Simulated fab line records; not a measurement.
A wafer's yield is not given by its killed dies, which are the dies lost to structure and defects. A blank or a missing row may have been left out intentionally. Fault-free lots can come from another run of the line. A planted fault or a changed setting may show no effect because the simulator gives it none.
fab line records	flow sky130
[record] lots = 24	wafers = 72	last_day = 50
route steps=708 shown LI_CONTACT@382 METAL1@434 CAPM@549 PASSIVATION@692
lots untouched by any fault: they come from a run of this same line in which no faults occurred
start_h: hours from the record's first day to the start of the lot's first wafer shown	wait_h: how many hours have passed since the lot's step before this one	" the same as in the row above	L1.1+2: a row that stands for several wafers	- either no value or no given start	* or withheld: withheld	< > ~ a bound
route shown NAME@n: names a module that has steps shown in the file, with the first one's number in the route	usual: the fault-free wafers' mean and standard deviation	same: alike in all rows	chamber/n: place in a boat	sites: each site's reading	_std_site: their standard deviation	_edge_site: mean of outer sites minus mean of inner sites	radius_mm: for every site, how far away it sits from the centre of the wafer	mask NAME#n: copy n	behind: the most recent tool/chamber to have shaped the wafer	hold: cause of the lot's hold/its duration in hours/its outcome	device: names the non-switching transistor (n, p or np)	end of line: the same wafers' tests at the end of the route	a step with no rows: only its recipe	killed: not the wafer's yield, but the dies lost to structure and defects at the first sort	map: per-die view of a wafer (x killed, . not killed, _ where there is no die)
set.NAME: the setting the step ran with; set.NAME@STEP: the setting that earlier step ran with	model.NAME: the simulator's own value behind a step, which no gauge read
route steps across a sampled set of lots; one table per step, one row per wafer
services: when a tool's chamber went out of use (start_h, in hours from the record's first day, below 0 if earlier), for how many hours, and the reason
[[steps]]
[step SKY_LI_CONTACT_SPUTTER_20]
[recipe] material = TiN	target_thk_nm = 20	chamber_pressure_pa = 5	power_w = 4000	time_s = 80
[usual] throttle_valve_pct = 29.6/0.71
[same] time_s = 80
lot.wafer	tool	chamber	start_h	wait_h	throttle_valve_pct
L074.1	pvd_sputter-01	-	658.88	0.0	28.8
L074.4	"	-	"	"	29.7
L074.6	"	-	"	"	29.7
L075.2	pvd_sputter-04	-	680.68	0.0	30.7
L075.3	"	-	"	"	29.6
L075.6	"	-	"	"	28.9
L076.1	pvd_sputter-01	-	682.90	0.0	29.9
L076.2	"	-	"	"	30.8
L076.5	"	-	"	"	28.8
L077.2	pvd_sputter-03	-	691.73	0.0	30.1
L077.3	"	-	"	"	28.2
L077.4	"	-	"	"	28.8
L078.2	pvd_sputter-03	-	726.77	0.0	30.2
L078.5	"	-	"	"	29.1
L078.6	"	-	"	"	30.3
L079.1	pvd_sputter-03	-	733.13	0.0	28.9
L079.3	"	-	"	"	28.4
L079.6	"	-	"	"	28.3
L080.1	pvd_sputter-01	-	733.84	0.0	29.8
L080.2	"	-	"	"	29.6
L080.3	"	-	"	"	30.4
L081.2	pvd_sputter-04	-	734.72	0.0	29.4
L081.4	"	-	"	"	30.5
L081.5	"	-	"	"	29.3
L082.1	pvd_sputter-04	-	739.67	0.0	29.3
L082.2	"	-	"	"	30.6
L082.5	"	-	"	"	29.5
L083.3	pvd_sputter-01	-	749.38	0.0	30.6
L083.4	"	-	"	"	29.0
L083.6	"	-	"	"	29.5
L085.1	pvd_sputter-03	-	759.22	0.0	30.0
L085.3	"	-	"	"	28.3
L085.4	"	-	"	"	29.0
L084.2	pvd_sputter-04	-	761.27	0.0	29.2
L084.3	"	-	"	"	28.5
L084.4	"	-	"	"	29.3
L086.1	pvd_sputter-03	-	766.89	0.0	28.1
L086.4	"	-	"	"	28.9
L086.6	"	-	"	"	29.9
L087.2	pvd_sputter-01	-	776.60	0.0	28.7
L087.5	"	-	"	"	28.9
L087.6	"	-	"	"	29.6
L088.1	pvd_sputter-04	-	782.01	0.0	29.6
L088.3	"	-	"	"	30.9
L088.5	"	-	"	"	28.9
L090.1	pvd_sputter-04	-	814.98	0.0	28.6
L090.4	"	-	"	"	30.9
L090.6	"	-	"	"	30.7
L091.1	pvd_sputter-04	-	818.39	0.0	28.8
L091.2	"	-	"	"	30.3
L091.4	"	-	"	"	29.4
L089.2	pvd_sputter-04	-	821.32	0.0	29.5
L089.4	"	-	"	"	28.8
L089.5	"	-	"	"	29.6
L092.1	pvd_sputter-01	-	821.67	0.0	29.4
L092.3	"	-	"	"	30.1
L092.5	"	-	"	"	29.7
L093.3	pvd_sputter-04	-	825.62	0.0	28.7
L093.4	"	-	"	"	30.6
L093.6	"	-	"	"	29.7
L094.1	pvd_sputter-01	-	843.74	0.0	29.0
L094.5	"	-	"	"	28.9
L094.6	"	-	"	"	29.8
L095.1	pvd_sputter-04	-	853.64	0.0	30.6
L095.2	"	-	"	"	29.0
L095.4	"	-	"	"	29.6
L097.2	pvd_sputter-04	-	854.78	0.0	29.5
L097.3	"	-	"	"	28.7
L097.6	"	-	"	"	28.9
L096.1	pvd_sputter-01	-	859.44	0.0	28.5
L096.2	"	-	"	"	30.0
L096.3	"	-	"	"	29.5
[step SKY_METAL1_SPUTTER_00]
[recipe] material = Ti	target_thk_nm = 15	power_w = 3000	time_s = 10	chamber_pressure_pa = 0.4
[usual] throttle_valve_pct = 30.0/0.91
[same] time_s = 10
lot.wafer	tool	chamber	start_h	wait_h	throttle_valve_pct
L074.1	pvd_sputter-04	-	718.76	0.2	30.6
L074.4	"	-	"	"	29.4
L074.6	"	-	"	"	30.8
L075.2	pvd_sputter-02	-	740.19	0.1	30.0
L075.3	"	-	"	"	30.2
L075.6	"	-	"	"	30.0
L076.1	pvd_sputter-04	-	742.09	0.1	28.8
L076.2	"	-	"	"	29.3
L076.5	"	-	"	"	30.4
L077.2	pvd_sputter-02	-	752.31	0.2	30.5
L077.3	"	-	"	"	30.1
L077.4	"	-	"	"	32.0
L078.2	pvd_sputter-01	-	784.06	0.1	29.9
L078.5	"	-	"	"	29.7
L078.6	"	-	"	"	30.5
L079.1	pvd_sputter-04	-	790.91	0.2	29.2
L079.3	"	-	"	"	29.6
L079.6	"	-	"	"	29.7
L080.1	pvd_sputter-01	-	791.87	0.2	29.8
L080.2	"	-	"	"	29.4
L080.3	"	-	"	"	30.6
L081.2	pvd_sputter-04	-	792.82	0.1	30.7
L081.4	"	-	"	"	28.9
L081.5	"	-	"	"	28.7
L082.1	pvd_sputter-01	-	797.12	0.1	28.8
L082.2	"	-	"	"	29.3
L082.5	"	-	"	"	30.6
L083.3	pvd_sputter-01	-	806.24	0.1	30.5
L083.4	"	-	"	"	28.7
L083.6	"	-	"	"	29.4
L085.1	pvd_sputter-01	-	816.22	0.2	28.8
L085.3	"	-	"	"	29.5
L085.4	"	-	"	"	30.6
L084.2	pvd_sputter-02	-	818.84	0.2	30.2
L084.3	"	-	"	"	32.2
L084.4	"	-	"	"	30.0
L086.1	pvd_sputter-02	-	824.07	0.1	32.2
L086.4	"	-	"	"	30.1
L086.6	"	-	"	"	32.2
L087.2	pvd_sputter-04	-	832.55	0.1	28.8
L087.5	"	-	"	"	30.8
L087.6	"	-	"	"	29.6
L088.1	pvd_sputter-01	-	838.23	0.1	30.6
L088.3	"	-	"	"	29.5
L088.5	"	-	"	"	30.6
L090.1	pvd_sputter-02	-	870.14	0.1	30.4
L090.4	"	-	"	"	30.2
L090.6	"	-	"	"	30.3
L091.1	pvd_sputter-04	-	873.84	0.2	29.1
L091.2	"	-	"	"	28.9
L091.4	"	-	"	"	30.7
L089.2	pvd_sputter-02	-	877.36	0.1	29.9
L089.4	"	-	"	"	30.3
L089.5	"	-	"	"	29.9
L092.1	pvd_sputter-01	-	877.59	0.2	30.6
L092.3	"	-	"	"	29.5
L092.5	"	-	"	"	30.6
L093.3	pvd_sputter-04	-	880.55	0.2	29.0
L093.4	"	-	"	"	29.1
L093.6	"	-	"	"	30.4
L094.1	pvd_sputter-02	-	898.68	0.1	30.1
L094.5	"	-	"	"	32.4
L094.6	"	-	"	"	30.1
L095.1	pvd_sputter-02	-	909.82	0.2	29.9
L095.2	"	-	"	"	30.1
L095.4	"	-	"	"	30.2
L097.2	pvd_sputter-04	-	910.00	0.2	29.4
L097.3	"	-	"	"	28.8
L097.6	"	-	"	"	28.7
L096.1	pvd_sputter-02	-	914.78	0.2	29.9
L096.2	"	-	"	"	30.1
L096.3	"	-	"	"	32.1
[step SKY_METAL1_SPUTTER_02]
[recipe] material = AlCu	target_thk_nm = 250	power_w = 10600	time_s = 13.3	chamber_pressure_pa = 0.4
[usual] throttle_valve_pct = 30.0/0.92
[same] time_s = 13.3
lot.wafer	tool	chamber	start_h	wait_h	throttle_valve_pct
L074.1	pvd_sputter-04	-	718.81	0.0	30.6
L074.4	"	-	"	"	29.5
L074.6	"	-	"	"	30.7
L075.2	pvd_sputter-02	-	740.24	0.0	30.1
L075.3	"	-	"	"	30.3
L075.6	"	-	"	"	30.0
L076.1	pvd_sputter-04	-	742.14	0.0	29.0
L076.2	"	-	"	"	29.3
L076.5	"	-	"	"	31.0
L077.2	pvd_sputter-02	-	752.35	0.0	30.2
L077.3	"	-	"	"	29.8
L077.4	"	-	"	"	32.2
L078.2	pvd_sputter-01	-	784.11	0.0	29.7
L078.5	"	-	"	"	29.6
L078.6	"	-	"	"	30.6
L079.1	pvd_sputter-04	-	790.96	0.0	29.2
L079.3	"	-	"	"	29.5
L079.6	"	-	"	"	29.7
L080.1	pvd_sputter-01	-	791.93	0.0	30.0
L080.2	"	-	"	"	29.6
L080.3	"	-	"	"	30.6
L081.2	pvd_sputter-04	-	792.86	0.0	30.7
L081.4	"	-	"	"	28.6
L081.5	"	-	"	"	29.0
L082.1	pvd_sputter-01	-	797.17	0.0	29.0
L082.2	"	-	"	"	29.4
L082.5	"	-	"	"	30.7
L083.3	pvd_sputter-01	-	806.29	0.0	30.7
L083.4	"	-	"	"	28.8
L083.6	"	-	"	"	29.3
L085.1	pvd_sputter-01	-	816.27	0.0	28.9
L085.3	"	-	"	"	29.5
L085.4	"	-	"	"	30.4
L084.2	pvd_sputter-02	-	818.89	0.0	30.1
L084.3	"	-	"	"	32.0
L084.4	"	-	"	"	29.7
L086.1	pvd_sputter-02	-	824.12	0.0	32.3
L086.4	"	-	"	"	30.1
L086.6	"	-	"	"	32.3
L087.2	pvd_sputter-04	-	832.59	0.0	28.6
L087.5	"	-	"	"	30.4
L087.6	"	-	"	"	29.6
L088.1	pvd_sputter-01	-	838.28	0.0	30.8
L088.3	"	-	"	"	29.5
L088.5	"	-	"	"	30.7
L090.1	pvd_sputter-02	-	870.19	0.0	30.2
L090.4	"	-	"	"	30.4
L090.6	"	-	"	"	30.3
L091.1	pvd_sputter-04	-	873.90	0.0	29.1
L091.2	"	-	"	"	28.8
L091.4	"	-	"	"	31.0
L089.2	pvd_sputter-02	-	877.41	0.0	30.0
L089.4	"	-	"	"	29.8
L089.5	"	-	"	"	29.9
L092.1	pvd_sputter-01	-	877.64	0.0	30.7
L092.3	"	-	"	"	29.4
L092.5	"	-	"	"	30.4
L093.3	pvd_sputter-04	-	880.60	0.0	29.0
L093.4	"	-	"	"	29.3
L093.6	"	-	"	"	30.9
L094.1	pvd_sputter-02	-	898.73	0.0	30.3
L094.5	"	-	"	"	32.1
L094.6	"	-	"	"	30.1
L095.1	pvd_sputter-02	-	909.87	0.0	30.0
L095.2	"	-	"	"	30.0
L095.4	"	-	"	"	30.2
L097.2	pvd_sputter-04	-	910.05	0.0	29.5
L097.3	"	-	"	"	28.7
L097.6	"	-	"	"	29.1
L096.1	pvd_sputter-02	-	914.83	0.0	30.2
L096.2	"	-	"	"	29.6
L096.3	"	-	"	"	32.1
[step SKY_METAL1_OVL_MEAS_16]
[usual] METAL1_OVL = -3/6.8
lot.wafer	tool	chamber	start_h	wait_h	METAL1_OVL[nm]
L074.1	overlay-01	-	746.60	0.1	8
L074.4	"	-	"	"	4
L074.6	"	-	"	"	-1
L075.2	overlay-01	-	767.75	0.1	-16
L075.3	"	-	"	"	-8
L075.6	"	-	"	"	-17
L076.1	overlay-02	-	769.15	0.1	-15
L076.2	"	-	"	"	-17
L076.5	"	-	"	"	-10
L077.2	overlay-01	-	779.36	0.1	2
L077.3	"	-	"	"	4
L077.4	"	-	"	"	4
L078.2	overlay-01	-	810.71	0.1	-7
L078.5	"	-	"	"	-4
L078.6	"	-	"	"	-3
L079.1	overlay-02	-	817.50	0.1	-5
L079.3	"	-	"	"	-1
L079.6	"	-	"	"	-5
L080.1	overlay-01	-	819.15	0.1	-5
L080.2	"	-	"	"	-3
L080.3	"	-	"	"	0
L081.2	overlay-02	-	819.86	0.1	-3
L081.4	"	-	"	"	1
L081.5	"	-	"	"	3
L082.1	overlay-01	-	824.20	0.1	2
L082.2	"	-	"	"	-3
L082.5	"	-	"	"	-4
L083.3	overlay-02	-	832.32	0.1	-1
L083.4	"	-	"	"	4
L083.6	"	-	"	"	2
L085.1	overlay-01	-	842.25	0.1	3
L085.3	"	-	"	"	10
L085.4	"	-	"	"	4
L084.2	overlay-02	-	844.75	0.1	-5
L084.3	"	-	"	"	3
L084.4	"	-	"	"	-4
L086.1	overlay-01	-	849.40	0.1	-20
L086.4	"	-	"	"	-16
L086.6	"	-	"	"	-21
L087.2	overlay-02	-	858.51	0.1	-10
L087.5	"	-	"	"	1
L087.6	"	-	"	"	-8
L088.1	overlay-02	-	864.60	0.1	4
L088.3	"	-	"	"	3
L088.5	"	-	"	"	2
L090.1	overlay-01	-	895.41	0.1	-5
L090.4	"	-	"	"	-5
L090.6	"	-	"	"	2
L091.1	overlay-01	-	899.50	0.1	-12
L091.2	"	-	"	"	-3
L091.4	"	-	"	"	0
L089.2	overlay-02	-	903.06	0.1	-6
L089.4	"	-	"	"	1
L089.5	"	-	"	"	-3
L092.1	overlay-01	-	903.41	0.1	1
L092.3	"	-	"	"	-5
L092.5	"	-	"	"	-4
L093.3	overlay-01	-	905.76	0.1	1
L093.4	"	-	"	"	3
L093.6	"	-	"	"	4
L094.1	overlay-02	-	923.95	0.1	10
L094.5	"	-	"	"	6
L094.6	"	-	"	"	9
L095.1	overlay-02	-	934.16	0.1	-5
L095.2	"	-	"	"	-4
L095.4	"	-	"	"	-2
L097.2	overlay-01	-	935.11	0.1	-3
L097.3	"	-	"	"	-13
L097.6	"	-	"	"	-4
L096.1	overlay-01	-	939.15	0.1	-9
L096.2	"	-	"	"	-3
L096.3	"	-	"	"	-11
[step SKY_CAPM_OVL_MEAS_12]
[usual] CAPM_OVL = 0.1/1.4
lot.wafer	tool	chamber	start_h	wait_h	CAPM_OVL[nm]
L074.1	overlay-01	-	856.98	0.1	0.9
L074.4	"	-	"	"	0.8
L074.6	"	-	"	"	-1.1
L075.2	overlay-01	-	877.34	0.1	-0.2
L075.3	"	-	"	"	-0.2
L075.6	"	-	"	"	0.1
L076.1	overlay-02	-	881.09	0.1	-0.9
L076.2	"	-	"	"	-1.7
L076.5	"	-	"	"	-0.1
L077.2	overlay-02	-	888.29	0.1	0.0
L077.3	"	-	"	"	-1.0
L077.4	"	-	"	"	0.3
L078.2	overlay-02	-	918.88	0.1	-0.2
L078.5	"	-	"	"	-0.1
L078.6	"	-	"	"	0.2
L079.1	overlay-01	-	925.74	0.1	-0.4
L079.3	"	-	"	"	-1.8
L079.6	"	-	"	"	-1.9
L080.1	overlay-02	-	927.78	0.1	0.1
L080.2	"	-	"	"	1.2
L080.3	"	-	"	"	0.5
L081.2	overlay-02	-	930.48	0.1	1.0
L081.4	"	-	"	"	0.9
L081.5	"	-	"	"	1.1
L082.1	overlay-02	-	931.44	0.1	1.0
L082.2	"	-	"	"	0.3
L082.5	"	-	"	"	-0.4
L083.3	overlay-02	-	940.74	0.1	-0.3
L083.4	"	-	"	"	-2.0
L083.6	"	-	"	"	-0.6
L085.1	overlay-01	-	947.08	0.1	0.0
L085.3	"	-	"	"	0.4
L085.4	"	-	"	"	1.4
L084.2	overlay-01	-	952.93	0.1	2.1
L084.3	"	-	"	"	1.7
L084.4	"	-	"	"	1.8
L086.1	overlay-01	-	956.98	0.1	2.2
L086.4	"	-	"	"	2.8
L086.6	"	-	"	"	1.6
L087.2	overlay-01	-	962.64	0.1	-1.4
L087.5	"	-	"	"	-2.1
L087.6	"	-	"	"	-1.0
L088.1	overlay-02	-	971.04	0.1	-3.1
L088.3	"	-	"	"	-1.8
L088.5	"	-	"	"	-1.7
L090.1	overlay-01	-	997.78	0.1	-2.7
L090.4	"	-	"	"	0.2
L090.6	"	-	"	"	-1.1
L091.1	overlay-02	-	1002.33	0.1	1.7
L091.2	"	-	"	"	1.8
L091.4	"	-	"	"	2.3
L089.2	overlay-01	-	1007.54	0.1	1.3
L089.4	"	-	"	"	-0.7
L089.5	"	-	"	"	0.0
L092.1	overlay-01	-	1007.64	0.1	1.4
L092.3	"	-	"	"	0.9
L092.5	"	-	"	"	0.1
L093.3	overlay-02	-	1008.24	0.1	1.2
L093.4	"	-	"	"	2.0
L093.6	"	-	"	"	3.0
L094.1	overlay-01	-	1027.29	0.1	0.4
L094.5	"	-	"	"	1.3
L094.6	"	-	"	"	1.5
L095.1	overlay-02	-	1034.48	0.1	-2.1
L095.2	"	-	"	"	-2.7
L095.4	"	-	"	"	-2.4
L097.2	overlay-01	-	1034.78	0.1	-0.1
L097.3	"	-	"	"	-0.4
L097.6	"	-	"	"	0.6
L096.1	overlay-02	-	1039.29	0.1	-0.4
L096.2	"	-	"	"	0.7
L096.3	"	-	"	"	-0.3
[step SKY_PASSIVATION_ETCH_11]
[recipe] chemistry = CF4/O2	target_depth_nm = 725	stop_on = AlCu	source_w = 800	bias_w = 150	pressure_mtorr = 150	cf4_flow_sccm = 80	O2_flow_sccm = 10	time_s = 161.1
[usual] O2_flow_sccm = 10.00/0.03	bias_w = 150.0/0.47	drypump_motor_current_A = 5.8/0.47	oes_product_au = 0.978/0.0065	throttle_valve_pct = 5.964/0.0094
[same] time_s = 161.1
lot.wafer	tool	chamber	start_h	wait_h	O2_flow_sccm	bias_w	drypump_motor_current_A	oes_product_au	rf_hours_counter_h	throttle_valve_pct
L074.1	rie_diel-03	1	1034.74	-	9.96	150.1	6.0	0.969	19	5.963
L074.4	"	0	"	"	10.03	150.0	5.6	0.983	9	5.952
L074.6	"	0	"	"	10.01	150.8	5.6	0.981	-	5.966
L075.2	rie_diel-02	3	1053.36	-	10.03	149.6	5.7	0.976	13	5.959
L075.3	"	1	"	"	10.03	150.4	5.6	0.971	15	5.951
L075.6	"	3	"	"	9.96	149.8	5.7	0.975	-	5.958
L076.1	rie_diel-02	1	1055.24	-	9.97	149.6	5.6	0.981	15	5.961
L076.2	"	0	"	"	9.99	149.7	6.3	0.984	24	5.964
L076.5	"	0	"	"	9.99	149.3	6.3	0.983	-	5.979
L077.2	rie_diel-03	3	1061.51	-	9.95	150.1	5.4	0.974	16	5.971
L077.3	"	1	"	"	9.99	149.9	6.0	0.978	20	5.975
L077.4	"	2	"	"	10.00	149.9	6.6	0.979	18	5.952
L078.2	rie_diel-02	0	1086.34	-	10.03	150.4	6.3	0.979	25	5.976
L078.5	"	3	"	"	9.98	149.3	5.7	0.992	-	5.965
L078.6	"	2	"	"	9.95	149.8	6.3	0.973	-	5.976
L079.1	rie_diel-03	2	1092.48	-	9.99	150.0	6.6	0.977	19	5.976
L079.3	"	3	"	"	9.97	150.4	5.4	0.985	17	5.966
L079.6	"	0	"	"	9.99	150.1	5.6	0.977	-	5.952
L080.1	rie_diel-03	0	1094.83	-	9.97	150.9	5.6	0.972	11	5.952
L080.2	"	3	"	"	10.01	149.7	5.4	0.969	17	5.973
L080.3	"	2	"	"	9.94	149.6	6.6	0.975	19	5.956
L081.2	rie_diel-03	0	1097.13	-	9.94	150.3	5.6	0.979	11	5.973
L081.4	"	1	"	"	10.02	150.6	6.0	0.984	21	5.974
L081.5	"	0	"	"	9.98	150.0	5.6	0.994	-	5.970
L082.1	rie_diel-02	1	1098.08	-	10.01	150.2	5.6	0.975	16	5.964
L082.2	"	0	"	"	10.01	150.1	6.3	0.975	25	5.962
L082.5	"	3	"	"	10.00	149.8	5.7	0.985	-	5.970
L083.3	rie_diel-02	3	1106.18	-	10.03	150.3	5.7	0.985	14	5.959
L083.4	"	0	"	"	10.00	148.7	6.3	0.984	25	5.946
L083.6	"	3	"	"	9.97	150.4	5.7	0.989	-	5.963
L085.1	rie_diel-01	1	1108.64	-	9.97	150.8	6.0	0.971	17	5.963
L085.3	"	3	"	"	10.01	149.6	6.0	0.973	9	5.959
L085.4	"	2	"	"	9.98	149.3	5.0	0.987	31	5.975
L084.2	rie_diel-01	3	1116.79	-	9.96	149.3	6.0	0.979	9	5.975
L084.3	"	0	"	"	10.00	150.2	4.8	0.974	29	5.978
L084.4	"	1	"	"	10.02	150.4	6.1	0.976	18	5.979
L086.1	rie_diel-03	2	1119.76	-	9.98	150.5	6.6	0.984	20	5.973
L086.4	"	1	"	"	10.05	148.9	6.0	0.978	22	5.958
L086.6	"	2	"	"	9.99	150.4	6.6	0.986	-	5.966
L087.2	rie_diel-02	0	1124.08	-	10.03	150.7	6.3	0.979	26	5.964
L087.5	"	1	"	"	10.00	150.6	5.6	0.977	-	5.974
L087.6	"	2	"	"	9.97	149.6	6.2	0.974	-	5.965
L088.1	rie_diel-01	3	1131.61	-	9.99	150.1	6.0	0.977	10	5.956
L088.3	"	0	"	"	9.99	149.5	4.8	0.979	30	5.957
L088.5	"	1	"	"	10.04	148.7	6.0	0.984	-	5.969
L090.1	rie_diel-03	3	1150.99	-	10.01	150.2	5.4	0.971	19	5.938
L090.4	"	2	"	"	10.05	149.7	6.6	0.985	21	5.973
L090.6	"	0	"	"	10.02	150.9	5.6	0.974	-	5.955
L091.1	rie_diel-02	2	1155.19	-	10.00	150.5	6.3	0.970	21	5.968
L091.2	"	1	"	"	9.97	149.5	5.6	0.974	18	5.955
L091.4	"	3	"	"	10.01	149.7	5.7	0.974	-	5.964
L089.2	rie_diel-02	1	1159.39	-	10.09	149.7	5.6	0.969	18	5.967
L089.4	"	2	"	"	10.00	149.6	6.3	0.972	-	5.954
L089.5	"	3	"	"	10.01	150.6	5.7	0.983	-	5.956
L092.1	rie_diel-03	0	1159.92	-	9.97	149.4	5.6	0.964	13	5.968
L092.3	"	2	"	"	9.99	149.9	6.6	0.963	22	5.968
L092.5	"	0	"	"	10.01	149.1	5.6	0.985	-	5.963
L093.3	rie_diel-02	0	1160.27	-	10.02	149.7	6.3	0.976	0	5.963
L093.4	"	3	"	"	10.02	150.2	5.7	0.988	17	5.969
L093.6	"	2	"	"	10.01	149.3	6.2	0.982	-	5.945
L094.1	rie_diel-02	3	1174.37	-	10.03	150.6	5.7	0.976	17	5.945
L094.5	"	0	"	"	9.97	149.2	6.3	0.986	-	5.951
L094.6	"	3	"	"	10.01	150.5	5.7	0.986	-	5.962
L097.2	rie_diel-03	2	1178.69	-	9.99	150.3	6.6	0.984	23	5.962
L097.3	"	0	"	"	10.02	149.7	5.6	0.978	14	5.956
L097.6	"	2	"	"	10.02	150.2	6.6	0.984	-	5.965
L095.1	rie_diel-01	1	1179.39	-	10.02	150.1	6.0	0.988	21	5.968
L095.2	"	2	"	"	10.01	149.8	5.0	0.974	2	5.983
L095.4	"	3	"	"	10.02	149.9	6.0	0.982	13	5.941
L096.1	rie_diel-01	2	1183.22	-	9.97	149.7	5.0	0.968	2	5.972
L096.2	"	3	"	"	9.96	150.2	6.0	0.970	13	5.947
L096.3	"	0	"	"	10.02	149.5	4.8	0.979	1	5.981
[[services]]
tool	chamber	start_h	hours	kind
pvd_sputter-04	-	635.10	2.6	repair
rie_diel-03	-	644.35	2.8	pm
pvd_sputter-04	-	658.45	0.5	repair
pvd_sputter-01	-	668.52	1.2	repair
pvd_sputter-01	-	672.52	2.3	repair
rie_diel-03	3	673.39	11.8	repair
rie_diel-02	2	678.01	7.1	repair
pvd_sputter-01	-	680.54	0.5	repair
rie_diel-03	0	705.10	8.4	repair
rie_diel-02	-	745.81	1.6	repair
rie_diel-02	3	787.06	5.5	repair
pvd_sputter-02	-	828.11	2.0	repair
pvd_sputter-02	-	880.78	6.8	repair
pvd_sputter-01	-	886.78	1.3	repair
rie_diel-02	1	949.25	12.3	repair
rie_diel-03	2	996.17	9.0	repair
rie_diel-03	3	1006.65	16.6	repair
pvd_sputter-01	-	1008.20	1.7	repair
rie_diel-03	0	1022.02	4.3	repair
rie_diel-02	3	1026.49	9.6	repair
pvd_sputter-01	-	1070.65	1.8	repair
pvd_sputter-04	-	1107.82	2.6	repair
rie_diel-02	-	1118.87	4.3	pm
rie_diel-02	2	1140.45	5.7	repair
[[key]]
fault none
